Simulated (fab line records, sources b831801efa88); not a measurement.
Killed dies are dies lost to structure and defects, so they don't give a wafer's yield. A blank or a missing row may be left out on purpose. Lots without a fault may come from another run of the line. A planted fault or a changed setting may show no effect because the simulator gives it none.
One fault seen from 2 desks | flow sky130 | each desk has only its own numbers; what lay behind them comes last

THE METROLOGY DESK
What the gauges read, lot by lot, whatever tool the lot ran on: means of the sampled wafers that have a number. A lot is out of limits, marked OUT, if its mean lies more than 4 standard deviations from the usual mean; the brackets give that distance.
Columns: A = NWELL_OXIDATION_THK at SKY_NWELL_THK_MEAS_02, usual 10.03 nm; B = NWELL_RS at SKY_NWELL_RS_MEAS_29, usual 624.8 ohm/sq; C = PWDE_RS at SKY_NWELL_RS_MEAS_31, usual 5273 ohm/sq
lot  | first seen here | A     | B               | C
L703 | day 2 15:11     | 10.01 | 626.2           | 5269
L704 | day 2 18:59     | 10.23 | 624.8           | 5276
L708 | day 3 13:48     | 10.11 | 623.9           | 5286
L712 | day 4 16:04     | 9.93  | 623.2           | 5277
L713 | day 5 01:27     | 10.06 | 623.6           | 5251
L715 | day 5 08:30     | 10.03 | 623.3           | 5247
L714 | day 5 08:31     | 10.24 | 640.6 (+11) OUT | 5260
L716 | day 5 11:50     | 10.20 | 641.5 (+11) OUT | 5256
L717 | day 5 18:55     | 9.85  | 623.3           | 5288
L719 | day 6 02:51     | 10.02 | 624.8           | 5267
L724 | day 7 04:02     | 10.25 | 624.3           | 5258
L726 | day 7 12:57     | 9.66  | 625.1           | 5291
This desk's finding: out of limits on L714, L716; first on L714, day 8 14:30 (NWELL_RS at SKY_NWELL_RS_MEAS_29). In limits: L703, L704, L708, L712, L713, L715, L717, L719, L724, L726.

THE TOOL OWNER'S DESK: implanter-01
The tool's own readings at SKY_NWELL_IMPLANT_13: means of the sampled wafers that have a number, for each lot that ran on this tool. A lot is out of limits, marked OUT, if its mean lies more than 4 standard deviations from the usual mean; the brackets give that distance.
Columns: A = dose_ions_cm2 at SKY_NWELL_IMPLANT_13, usual 7e+11; B = faraday_current_uA at SKY_NWELL_IMPLANT_13, usual 3.94
lot  | first seen here | A                       | B
L708 | day 5 16:07     | 7e+11                   | 3.94
L714 | day 7 16:57     | 3e+11 (-99 or more) OUT | 1.45 (-37) OUT
L716 | day 7 21:27     | 3e+11 (-99 or more) OUT | 1.45 (-37) OUT
This desk's finding: out of limits on L714, L716; first on L714, day 7 16:57 (dose_ions_cm2 at SKY_NWELL_IMPLANT_13). In limits: L708.

PUT TOGETHER
The tool owner's desk could have raised an alarm at day 7 16:57, on L714, L716.
The metrology desk could have raised an alarm at day 8 14:30, on L714, L716.
Of the lots named, all ran SKY_NWELL_IMPLANT_13 on implanter-01.

WHAT THE SIMULATOR HAD PUT IN
Process parameter drift: implanter-01, from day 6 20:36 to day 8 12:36, at SKY_NWELL_IMPLANT_13. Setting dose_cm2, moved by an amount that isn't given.
Lots struck among those shown: L714, L716.
Hours from the fault's start to each desk's first reading out of limits: the tool owner's desk, 20; the metrology desk, 42.
